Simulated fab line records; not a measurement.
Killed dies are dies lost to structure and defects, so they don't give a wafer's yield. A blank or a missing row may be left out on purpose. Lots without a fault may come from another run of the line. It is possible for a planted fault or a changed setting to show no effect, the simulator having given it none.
Problem report in the 8D (eight disciplines) form, filled by code / flow gf180mcu / the parts of the form that need people (team, actions taken, sign-off) are left out

1. PROBLEM STATEMENT
M2_ALCU_RS at GF_M2_RS_MEAS_05 reads a mean of 0.0420 ohm/sq on 3 wafers of 2 lots; wafers without a fault read 0.0689 ohm/sq with a standard deviation of 0.0007. That puts it -38 standard deviations away from the usual mean.
The step: measures by four-point-probe.
First seen on wafer L314.1, day 21 18:44, on filmMetro-01. The record holds 39 wafers of 13 lots with a number at this step. Rule for "out", or "out of limits": more than 4 standard deviations from the usual mean. The rest of the wafers with a number are treated as sound.

2. WHAT IT IS, WHAT IT ISN'T
question=which readings at this step | is=M2_ALCU_RS | is not=-
question=which lots | is=L314, L316 | is not=L307, L308, L309, L310, L312, L313, L325, L326, L327, L328, L329
question=which wafers of those lots | is=L314.1, L316.3, L316.5 | is not=L314.4, L314.6, L316.4
question=read on which gauges | is=filmMetro-01, filmMetro-02 | is not=filmMetro-03
question=when | is=from day 21 18:44 | is not=up to then (20 sound wafers); but 16 sound wafers of L316, L325, L326, L327, L328, L329 came after

3. SUSPECTS, AND WHAT RULES EACH OUT
Counting: if a tool at a process step up to the reading ran every lot that is out, it stays a suspect. Sound lots after the first of them don't rule it out here, since some wafers of a struck lot are sound.
- the gauge at GF_M2_RS_MEAS_05 is ruled out. Those wafers that are out were read across 2 gauges (filmMetro-01, filmMetro-02).
- pvdSputter-03 at GF_M2_SPUTTER_02 (material AlCu, target thk 450 nm, time 23.9 s): kept. It ran every lot that is out, first L314 (day 21 18:39); its last sound lot up to then is L312 (day 20 14:52).
After counting, what remains is pvdSputter-03 at GF_M2_SPUTTER_02.

4. THE CAUSE (what the simulator had put in)
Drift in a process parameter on pvdSputter-03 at GF_M2_SPUTTER_02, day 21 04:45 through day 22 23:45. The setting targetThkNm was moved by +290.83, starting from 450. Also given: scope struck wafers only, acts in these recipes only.
After counting, this tool was the only one left.

5. SEQUENCE OF EFFECTS, ordered by route
Each row: a reading whose mean over the struck wafers that have a number lies more than 3 standard deviations from the usual. Only readings whose record carries a usual standard deviation are examined. hours: median over the lots of the time between each lot's start at the first step of this table that gives one and its start at this step. sigmas: the change, counted in usual standard deviations.
hours=0; step=GF_M2_RS_MEAS_05; reading=M2_ALCU_RS; usual=0.0689 ohm/sq; on struck wafers=0.0420; change=-0.0269; sigmas=-38
hours=0; step=GF_M2_THK_MEAS_06; reading=M2_ALCU_THK; usual=453 nm; on struck wafers=739; change=+286; sigmas=+55
Later steps that measure or inspect, where all struck wafers having a row at the step show a number for every such reading and not one has moved that far: GF_M2_OVL_MEAS_15.

6. HOW IT WOULD HAVE BEEN CAUGHT EARLIER
The first out-of-limits reading at a measuring or inspecting step in this record came at day 21 18:44, 14 hours after the fault's start at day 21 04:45.
Tool readings at GF_M2_SPUTTER_02 with a usual standard deviation given in the record: none out on any struck wafer, hence no alarm at a limit of 4 standard deviations on them.
Lots out: 2; of these, L316 started GF_M2_SPUTTER_02 on pvdSputter-03 after day 21 18:44. A tool hold placed at that time would have kept it from harm.
